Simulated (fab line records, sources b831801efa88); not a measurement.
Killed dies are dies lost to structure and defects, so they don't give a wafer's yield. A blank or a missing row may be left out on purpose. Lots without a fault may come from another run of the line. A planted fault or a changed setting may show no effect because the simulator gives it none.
Which tool did it? | flow gf180mcu | 13 lots, 39 wafers sampled, at 3 steps of a route of 602

WHAT THE GAUGES READ, wafer by wafer
GF_M3_CD_MEAS_14: target cd 280 nm.
lot  | measured     | on        | cd_nm (nm)
L287 | day 21 13:44 | cd_sem-01 | 278.5 278.2 280.5
L289 | day 22 02:52 | cd_sem-01 | 280.5 279.4 280.7
L291 | day 23 02:22 | cd_sem-01 | 278.7 279.2 278.5
L292 | day 23 13:47 | cd_sem-01 | 278.2 279.5 279.1
L293 | day 23 18:04 | cd_sem-01 | 280.9 280.9 280.8
L295 | day 24 03:11 | cd_sem-02 | 279.2 278.7 277.6
L298 | day 25 11:23 | cd_sem-01 | 280.4 279.2 280.3
L300 | day 25 23:38 | cd_sem-01 | 280.3 283.0 280.7
L301 | day 26 06:58 | cd_sem-01 | 280.7 280.4 279.6
L302 | day 26 17:20 | cd_sem-02 | 279.4 279.8 280.2
L303 | day 26 19:56 | cd_sem-01 | 281.2 280.5 279.8
L308 | day 28 09:10 | cd_sem-02 | 279.9 280.9 281.0
L309 | day 28 11:11 | cd_sem-02 | 280.4 279.8 279.5

GF_V4_THK_MEAS_03.
lot  | measured     | on            | V4_CVD_02_THK (nm)
L287 | day 23 16:51 | film_metro-02 | 831 844 860
L289 | day 24 04:54 | film_metro-04 | 842 860 853
L291 | day 25 02:08 | film_metro-01 | 835 837 854
L292 | day 25 13:44 | film_metro-02 | 853 854 861
L293 | day 25 17:52 | film_metro-01 | 845 850 852
L295 | day 26 01:49 | film_metro-04 | 861 874 875
L298 | day 27 09:04 | film_metro-04 | 855 863 860
L300 | day 27 20:33 | film_metro-02 | 850 842 857
L301 | day 28 03:18 | film_metro-01 | 834 839 858
L302 | day 28 13:00 | film_metro-04 | 861 862 860
L303 | day 28 15:33 | film_metro-01 | 862 865 858
L308 | day 30 04:49 | film_metro-04 | 840 846 848
L309 | day 30 06:02 | film_metro-01 | 835 836 845

WHICH TOOL RAN EACH LOT (tool, then ch and the chambers of the sampled wafers, then the start)
lot  | GF_M3_METAL_ETCH_16
L287 | rie_metal-02 ch 0,1, day 21 13:53
L289 | rie_metal-04 ch 1, day 22 03:02
L291 | rie_metal-02 ch 0,1, day 23 02:32
L292 | rie_metal-02 ch 0,1, day 23 13:56
L293 | rie_metal-02 ch 0,1, day 23 18:13
L295 | rie_metal-01 ch 0,1, day 24 03:20
L298 | rie_metal-04 ch 0,1, day 25 11:31
L300 | rie_metal-04 ch 0,1, day 25 23:47
L301 | rie_metal-01 ch 0,1, day 26 07:08
L302 | rie_metal-02 ch 0,1, day 26 17:30
L303 | rie_metal-04 ch 0, day 26 20:07
L308 | rie_metal-04 ch 0,1, day 28 09:20
L309 | rie_metal-04 ch 0,1, day 28 11:21
- GF_M3_METAL_ETCH_16: etches the open film in Cl2/BCl3, stops on SiO2, target depth 750.8 nm, time 125.1 s.

WHAT THE TOOLS THEMSELVES READ (means of the sampled wafers that have a number; where no wafer has one, the mark that the record gives instead)
GF_M3_METAL_ETCH_16.
lot  | tool         | drypump_motor_current_A (A) | oes_product_au (a.u.) | throttle_valve_pct (%)
L287 | rie_metal-02 | 5.5                         | 0.991                 | 28.225
L289 | rie_metal-04 | 5.8                         | 0.996                 | 28.226
L291 | rie_metal-02 | 5.5                         | 0.998                 | 28.219
L292 | rie_metal-02 | 5.2                         | 0.987                 | 28.223
L293 | rie_metal-02 | 5.2                         | 0.994                 | 28.224
L295 | rie_metal-01 | 6.1                         | 0.987                 | 28.225
L298 | rie_metal-04 | 5.8                         | 0.991                 | 28.226
L300 | rie_metal-04 | 5.8                         | 0.996                 | 28.229
L301 | rie_metal-01 | 6.0                         | 0.992                 | 28.223
L302 | rie_metal-02 | 5.5                         | 0.993                 | 28.226
L303 | rie_metal-04 | 5.8                         | 0.994                 | 28.223
L308 | rie_metal-04 | 5.8                         | 0.993                 | 28.232
L309 | rie_metal-04 | 5.8                         | 0.997                 | 28.213

THE ANSWER, worked out from the rows above alone
Rule: what is usual is taken from the lots themselves. Put in order of their means at a reading, lots are off if they are a third of the lots or fewer, leave a main group of 4 or more, and stand apart from it by a gap of 3 or more times the standard deviation of the main group's means; of several such gaps the widest counts. A main group whose means are all the same, to the digits that the tables above print for the reading, isn't used. A lot without any number at a reading at which 4 lots or more have one is off too. The other lots that the step has rows for count as sound. The gauges are gone through in route order, then the tools' own readings, and for those a lot's mean is taken as printed above. The first step at which some lot is off is used, and at that step the reading that is off furthest; a lot without a number counts as furthest.
No lot is off at any reading shown: from this, nothing can be told.

WHAT THE SIMULATOR HAD PUT IN
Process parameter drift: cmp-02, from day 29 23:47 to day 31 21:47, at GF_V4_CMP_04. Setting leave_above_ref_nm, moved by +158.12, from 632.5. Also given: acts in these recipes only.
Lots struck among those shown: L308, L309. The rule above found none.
